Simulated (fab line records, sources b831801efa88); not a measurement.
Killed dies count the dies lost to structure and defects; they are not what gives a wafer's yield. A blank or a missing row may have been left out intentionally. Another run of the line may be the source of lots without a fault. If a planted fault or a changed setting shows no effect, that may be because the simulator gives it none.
What tool caused it? -- flow sky130 -- 15 lots with 45 wafers sampled at 6 steps, on a route of 708 steps

## WHAT EACH GAUGE READ, for each wafer
SKY_SD_P_CD_MEAS_07: target cd 380 nm. Usual: cd nm reads 380.3 nm (standard deviation 3).
lot,measured,on,cd nm (nm),flag
L634,day 25 02:01,cd sem-02,385.8 380.2 382.4,
L637,day 26 04:19,cd sem-01,381.9 381.8 382.1,
L638,day 26 14:30,cd sem-02,- - -,OFF
L639,day 26 21:51,cd sem-02,- - -,OFF
L640,day 27 07:58,cd sem-01,- - -,OFF
L646,day 29 22:38,cd sem-02,375.2 376.6 373.9,
L647,day 29 23:42,cd sem-02,375.7 378.1 375.1,
L649,day 30 15:46,cd sem-01,374.5 376.5 376.7,
L651,day 31 02:07,cd sem-01,379.4 377.9 379.1,
L652,day 31 22:35,cd sem-02,384.5 383.6 381.9,
L653,day 32 00:22,cd sem-02,382.0 383.5 382.8,
L654,day 32 00:54,cd sem-02,377.7 380.7 381.8,
L655,day 32 08:37,cd sem-02,377.6 378.2 378.6,
L656,day 32 17:46,cd sem-02,378.3 378.9 379.9,
L657,day 33 04:17,cd sem-02,377.7 377.8 378.7,

SKY_RES_XHIGH_TW_MEAS_09. Usual: RES_XHIGH_TW typically reads 1650, with standard deviation 15.
lot,measured,on,RES_XHIGH_TW,flag
L634,day 26 07:31,film metro-03,1657 1663 1654,
L637,day 27 09:25,film metro-02,1630 1648 1649,
L638,day 27 19:43,film metro-01,2871 2867 2857,OFF
L639,day 28 03:25,film metro-02,2904 2889 2893,OFF
L640,day 28 13:22,film metro-01,2862 2859 2858,OFF
L646,day 31 01:58,film metro-02,1659 1655 1655,
L647,day 31 04:17,film metro-03,1676 1670 1672,
L649,day 31 19:59,film metro-02,1656 1662 1654,
L651,day 32 06:28,film metro-01,1628 1624 1636,
L652,day 33 02:52,film metro-03,1670 1656 1670,
L653,day 33 04:28,film metro-03,1667 1668 1664,
L654,day 33 05:35,film metro-02,1643 1648 1653,
L655,day 33 12:49,film metro-02,1641 1649 1646,
L656,day 33 21:28,film metro-02,1640 1651 1652,
L657,day 34 07:28,film metro-02,1647 1659 1649,

SKY_METAL1_OVL_MEAS_16. Usual: METAL1_OVL typically reads 0 nm, with standard deviation 5.3.
lot,measured,on,METAL1_OVL (nm),flag
L634,day 32 12:05,overlay-01,-4 -10 -4,
L637,day 33 11:47,overlay-02,0 -3 -5,
L638,day 33 22:47,overlay-01,-2 3 3,
L639,day 34 05:44,overlay-02,-2 -4 10,
L640,day 34 14:53,overlay-02,0 -3 4,
L646,day 37 00:44,overlay-02,-13 2 -3,
L647,day 37 02:11,overlay-02,0 -9 -2,
L649,day 37 16:45,overlay-01,5 12 15,
L651,day 38 02:26,overlay-02,-3 -6 1,
L652,day 38 20:56,overlay-02,-1 2 8,
L653,day 38 22:11,overlay-01,-5 -10 -4,
L654,day 38 22:50,overlay-02,10 -3 -8,
L655,day 39 06:35,overlay-02,4 -4 -10,
L656,day 39 14:52,overlay-01,5 7 4,
L657,day 39 23:55,overlay-01,0 4 -1,

## WHICH TOOL RAN EACH LOT (tool, then ch and the chambers of the sampled wafers, then the start)
lot,SKY_SD_P_COAT_02,SKY_LI_CONTACT_ETCH_14,SKY_LOCAL_INTERCONNECT_ETCH_13
L634,"litho track-04 ch 0, day 24 11:08","rie diel-04 ch 2,3, day 28 18:49","rie metal-02 ch 0,1, day 30 00:46"
L637,"litho track-02 ch 0, day 25 13:54","rie diel-02 ch 0,2,3, day 29 19:34","rie metal-02 ch 0,1, day 31 00:40"
L638,"litho track-02, day 25 23:21","rie diel-02 ch 1,3, day 30 06:46","rie metal-04 ch 0,1, day 31 11:22"
L639,"litho track-04, day 26 07:34","rie diel-02 ch 0,1,3, day 30 13:46","rie metal-02 ch 0,1, day 31 18:58"
L640,"litho track-02, day 26 17:33","rie diel-01 ch 0,2,3, day 30 22:43","rie metal-04 ch 0,1, day 32 04:22"
L646,"litho track-04 ch 0, day 29 08:14","rie diel-02 ch 0,1,2, day 33 10:49","rie metal-02 ch 0,1, day 34 15:34"
L647,"litho track-04 ch 0, day 29 09:31","rie diel-02 ch 0,1,2, day 33 12:46","rie metal-04 ch 0,1, day 34 17:14"
L649,"litho track-02 ch 0, day 30 01:29","rie diel-02 ch 0,1, day 34 04:22","rie metal-02 ch 0,1, day 35 08:35"
L651,"litho track-04 ch 0, day 30 12:22","rie diel-01 ch 0,1, day 34 14:46","rie metal-02 ch 0,1, day 35 18:52"
L652,"litho track-04 ch 0, day 31 08:20","rie diel-01 ch 0,3, day 35 09:46","rie metal-04 ch 1, day 36 14:25"
L653,"litho track-04 ch 0, day 31 10:34","rie diel-02 ch 1,2, day 35 11:24","rie metal-03 ch 0,1, day 36 15:46"
L654,"litho track-04 ch 0, day 31 11:13","rie diel-04 ch 1,2, day 35 12:41","rie metal-02 ch 0,1, day 36 15:59"
L655,"litho track-02 ch 0, day 31 18:47","rie diel-02 ch 1,2,3, day 35 20:16","rie metal-04 ch 0, day 37 00:52"
L656,"litho track-03 ch 0, day 32 03:13","rie diel-02 ch 0,1, day 36 04:40","rie metal-04 ch 0,1, day 37 09:10"
L657,"litho track-04 ch 0, day 32 14:44","rie diel-01 ch 1,2,3, day 36 15:07","rie metal-04 ch 0,1, day 37 18:34"
- SKY_SD_P_COAT_02: resist thk 1140 nm.
- SKY_LI_CONTACT_ETCH_14: etches BARC in N2/H2, stops on SiO2, time 45.9 s, target depth 60 nm.
- SKY_LOCAL_INTERCONNECT_ETCH_13: etches BARC in N2/H2, stops on SiO2, time 45.9 s, target depth 60 nm.

## AS READ BY THE TOOLS THEMSELVES (means over the sampled wafers that have a number; for cases with no such wafer, the mark the record gives instead)
SKY_SD_P_COAT_02. Usual: chill plate temp C 23.02 C, standard deviation 0.12; dispense pressure kPa 49 kPa, standard deviation 3.9.
lot,tool,chill plate temp C (C),dispense pressure kPa (kPa),flag
L634,litho track-04,23.02,53,
L637,litho track-02,23.15,44,
L638,litho track-02,-,-,OFF
L639,litho track-04,-,-,OFF
L640,litho track-02,-,-,OFF
L646,litho track-04,22.93,53,
L647,litho track-04,22.95,53,
L649,litho track-02,22.97,44,
L651,litho track-04,23.00,53,
L652,litho track-04,23.21,53,
L653,litho track-04,23.07,53,
L654,litho track-04,23.10,53,
L655,litho track-02,23.08,44,
L656,litho track-03,22.97,47,
L657,litho track-04,23.01,53,

SKY_LI_CONTACT_ETCH_14. Usual: drypump motor current A 5.8 A, standard deviation 0.37; oes product au 0.855 a.u., standard deviation 0.0051; throttle valve pct 13.226 %, standard deviation 0.0088.
lot,tool,drypump motor current A (A),oes product au (a.u.),throttle valve pct (%),flag
L634,rie diel-04,5.8,0.851,13.230,
L637,rie diel-02,5.8,0.856,13.236,
L638,rie diel-02,5.7,0.858,13.234,
L639,rie diel-02,5.6,0.854,13.219,
L640,rie diel-01,5.7,0.851,13.224,
L646,rie diel-02,5.8,0.857,13.228,
L647,rie diel-02,5.8,0.855,13.224,
L649,rie diel-02,5.4,0.858,13.230,
L651,rie diel-01,5.7,0.854,13.234,
L652,rie diel-01,5.6,0.854,13.226,
L653,rie diel-02,6.0,0.847,13.225,
L654,rie diel-04,6.2,0.853,13.227,
L655,rie diel-02,6.0,0.861,13.236,
L656,rie diel-02,5.6,0.855,13.222,
L657,rie diel-01,5.7,0.854,13.225,

SKY_LOCAL_INTERCONNECT_ETCH_13. Usual: drypump motor current A 5.8 A, standard deviation 0.5; oes product au 0.855 a.u., standard deviation 0.0049; throttle valve pct 13.224 %, standard deviation 0.009.
lot,tool,drypump motor current A (A),oes product au (a.u.),throttle valve pct (%),flag
L634,rie metal-02,6.4,0.861,13.221,
L637,rie metal-02,6.2,0.856,13.228,
L638,rie metal-04,5.6,0.859,13.228,
L639,rie metal-02,6.4,0.858,13.223,
L640,rie metal-04,5.6,0.853,13.224,
L646,rie metal-02,6.2,0.852,13.222,
L647,rie metal-04,5.6,0.851,13.221,
L649,rie metal-02,6.2,0.850,13.230,
L651,rie metal-02,6.4,0.854,13.225,
L652,rie metal-04,5.1,0.853,13.224,
L653,rie metal-03,5.4,0.853,13.220,
L654,rie metal-02,6.4,0.855,13.216,
L655,rie metal-04,5.9,0.857,13.215,
L656,rie metal-04,5.6,0.857,13.222,
L657,rie metal-04,5.4,0.854,13.225,

## THE ANSWER, worked out from the rows above alone
Rule: lot off if the mean of its wafers having a number is beyond 3 standard deviations from the usual mean. A lot without any number at a reading at which 4 lots or more have one is off too. The other lots that the step has rows for count as sound. First the gauges in route order, then the tools' own readings, where a lot's mean is used as printed above. The first step at which some lot is off is used, and at that step the reading that is off furthest; a lot without a number counts as furthest.
Off, at SKY_SD_P_CD_MEAS_07 on cd nm: L638, L639, L640. Without a number there: L638, L639, L640.
If a tool, at a process step before that reading, ran all the lots that are off and no sound lot after the first of them, it fits. The gauges at SKY_SD_P_CD_MEAS_07 aren't tried: what is off there is off at SKY_RES_XHIGH_TW_MEAS_09 too, on other tools, and a gauge's error can't cause that. Not one of the candidates tried fits.

## WHAT WAS PUT IN BY THE SIMULATOR
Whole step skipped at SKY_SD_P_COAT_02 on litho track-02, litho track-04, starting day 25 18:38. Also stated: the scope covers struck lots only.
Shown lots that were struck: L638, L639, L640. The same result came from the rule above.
